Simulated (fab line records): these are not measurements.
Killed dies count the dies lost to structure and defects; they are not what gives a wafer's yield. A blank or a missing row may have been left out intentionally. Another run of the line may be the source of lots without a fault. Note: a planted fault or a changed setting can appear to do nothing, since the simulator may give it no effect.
8D (eight disciplines) problem report, filled in by code + flow gf180mcu + the parts of the form that need people (team, actions taken, sign-off) are left out

1. PROBLEM STATEMENT
Wafers without a fault read 111 s, standard deviation 4.9; timeToEndpointS at GF_CONTACT_CMP_04 reads a mean of 64 s on 6 wafers belonging to 3 lots. That is -9.7 standard deviations from the usual mean.
The step: polishes SiO2.
First observed at day 18 12:16: wafer L494.1, on cmp-01. The record holds 45 wafers of 15 lots with a number at this step. Rule for "out" (also "out of limits"): further than 4 standard deviations from the usual mean. Any other wafer with a number is counted as sound.

2. WHAT THIS IS AND IS NOT
| question                    | is                                             | is not                                                                                                         |
|-----------------------------|------------------------------------------------|----------------------------------------------------------------------------------------------------------------|
| which readings at this step | timeToEndpointS                                | motorCurrentA                                                                                                  |
| which lots                  | L494, L495, L497                               | L485, L487, L488, L490, L491, L492, L496, L498, L504, L505, L507, L508                                         |
| which wafers of those lots  | L494.1, L494.3, L495.1, L495.6, L497.3, L497.6 | L494.2, L495.4, L497.2                                                                                         |
| read on which tools         | cmp-01                                         | cmp-02                                                                                                         |
| when                        | from day 18 12:16                              | up to then (19 sound wafers); but 20 sound wafers of L495, L496, L497, L498, L504, L505, L507, L508 came after |

3. WHAT RULES OUT EACH SUSPECT
Counting: any tool at a process step up to the reading remains a suspect provided it ran every lot that is out. Sound lots after the first of them don't rule it out here, since some wafers of a struck lot are sound.
- cmp-01 at GF_CONTACT_CMP_04 (polishes SiO2): kept. It processed each lot that is out (first: L494, day 18 12:16); up to then, its last sound lot is L491 (day 17 06:26). Its own timeToEndpointS readings are out on those wafers.
Left after counting: cmp-01 at GF_CONTACT_CMP_04.

4. THE CAUSE (what the simulator had put in)
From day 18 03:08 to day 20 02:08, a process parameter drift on cmp-01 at GF_CONTACT_CMP_04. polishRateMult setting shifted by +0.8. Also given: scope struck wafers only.
Counting left only this tool.

5. THE CHAIN OF EFFECTS, in route order
Each row: a reading whose mean over the struck wafers that have a number lies more than 3 standard deviations from the usual. Scope: only readings with a usual standard deviation given in the record; hours: median across lots of the time from each lot's start at the first step in this table that gives one to its start at this step; sigmas: change in usual standard deviations.
| hours | step              | reading         | usual | on struck wafers | change | sigmas |
|-------|-------------------|-----------------|-------|------------------|--------|--------|
| 0     | GF_CONTACT_CMP_04 | timeToEndpointS | 111 s | 64               | -48    | -9.7   |
It contains these process steps:
- GF_CONTACT_CMP_04: polishes SiO2.

6. WHAT WOULD HAVE CAUGHT IT SOONER
The fault began at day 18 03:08; the first out-of-limits reading in this record came at day 18 12:16, 9 hours later.
